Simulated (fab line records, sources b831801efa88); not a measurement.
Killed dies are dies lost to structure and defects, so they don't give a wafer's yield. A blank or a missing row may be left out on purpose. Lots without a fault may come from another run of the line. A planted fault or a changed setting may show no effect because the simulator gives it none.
A sampling plan put to the test | flow gf180mcu | one fab line, 8 faults that these records tell of, each judged on the records of the lots that it struck; 5 more are left out, because the records don't allow judging them
The plan is the line's own looks: the steps of the route at which a gauge or an inspection reads the wafer and doesn't change it. A look can be judged if struck wafers have a number there and the file gives its usual mean and standard deviation on fault-free wafers. Caught: at a look after the fault's first step, the mean of the struck wafers lies 4 or more of those standard deviations (sigma) from the usual mean. On the tool: the same test on the tool's own readings at the fault's steps. Another recipe on the struck wafers, or a record that is blank for them alone, also counts as caught.

THE FAULTS, as the simulator had put them in
1. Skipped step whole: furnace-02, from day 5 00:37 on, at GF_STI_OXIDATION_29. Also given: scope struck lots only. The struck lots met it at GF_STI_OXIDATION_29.
2. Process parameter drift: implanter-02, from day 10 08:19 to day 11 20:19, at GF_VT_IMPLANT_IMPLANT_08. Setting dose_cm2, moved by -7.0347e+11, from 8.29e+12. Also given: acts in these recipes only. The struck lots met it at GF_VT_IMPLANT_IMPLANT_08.
3. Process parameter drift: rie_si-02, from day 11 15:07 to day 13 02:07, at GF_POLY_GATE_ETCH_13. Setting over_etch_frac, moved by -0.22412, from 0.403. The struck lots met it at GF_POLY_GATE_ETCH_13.
4. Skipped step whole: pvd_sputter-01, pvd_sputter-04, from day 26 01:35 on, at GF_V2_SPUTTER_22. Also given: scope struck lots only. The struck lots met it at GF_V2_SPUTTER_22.
5. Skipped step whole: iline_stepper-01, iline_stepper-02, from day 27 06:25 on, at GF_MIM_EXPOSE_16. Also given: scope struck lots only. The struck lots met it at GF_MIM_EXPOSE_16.
6. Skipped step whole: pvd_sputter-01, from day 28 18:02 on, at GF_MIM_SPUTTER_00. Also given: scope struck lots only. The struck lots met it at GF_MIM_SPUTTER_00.
7. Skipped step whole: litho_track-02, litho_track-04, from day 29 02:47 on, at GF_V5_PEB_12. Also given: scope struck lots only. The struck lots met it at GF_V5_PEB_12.
8. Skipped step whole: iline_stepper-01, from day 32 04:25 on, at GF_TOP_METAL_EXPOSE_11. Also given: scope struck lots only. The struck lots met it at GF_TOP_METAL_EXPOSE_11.

WHAT THE PLAN SAW
fault | on the tool itself                               | first look that catches it                      | reading, sigma | median hours from its first step to that look | hours from the fault's start to the first struck lot there | judged looks passed uncaught
1     | the tool's record is blank for the struck wafers | no look after it can be judged                  | -              | -                                             | -                                                          | 0
2     | dose_ions_cm2 -76 sigma                          | none of the 2 looks that can be judged after it | -              | -                                             | -                                                          | 2
3     | under 2 sigma                                    | none of the 2 looks that can be judged after it | -              | -                                             | -                                                          | 2
4     | the tool's record is blank for the struck wafers | no look after it can be judged                  | -              | -                                             | -                                                          | 0
5     | no reading that can be judged                    | no look after it can be judged                  | -              | -                                             | -                                                          | 0
6     | the tool's record is blank for the struck wafers | no look after it can be judged                  | -              | -                                             | -                                                          | 0
7     | the tool's record is blank for the struck wafers | no look after it can be judged                  | -              | -                                             | -                                                          | 0
8     | no reading that can be judged                    | no look after it can be judged                  | -              | -                                             | -                                                          | 0
A dash: the fault isn't caught, or these records don't give the number.

Caught at a look: 0 of 8. Caught on the tool: 5 of 8. By one or the other: 5 of 8.
Caught on the tool alone: faults 1, 2, 4, 6, 7.
Caught by neither: faults 3, 5, 8.
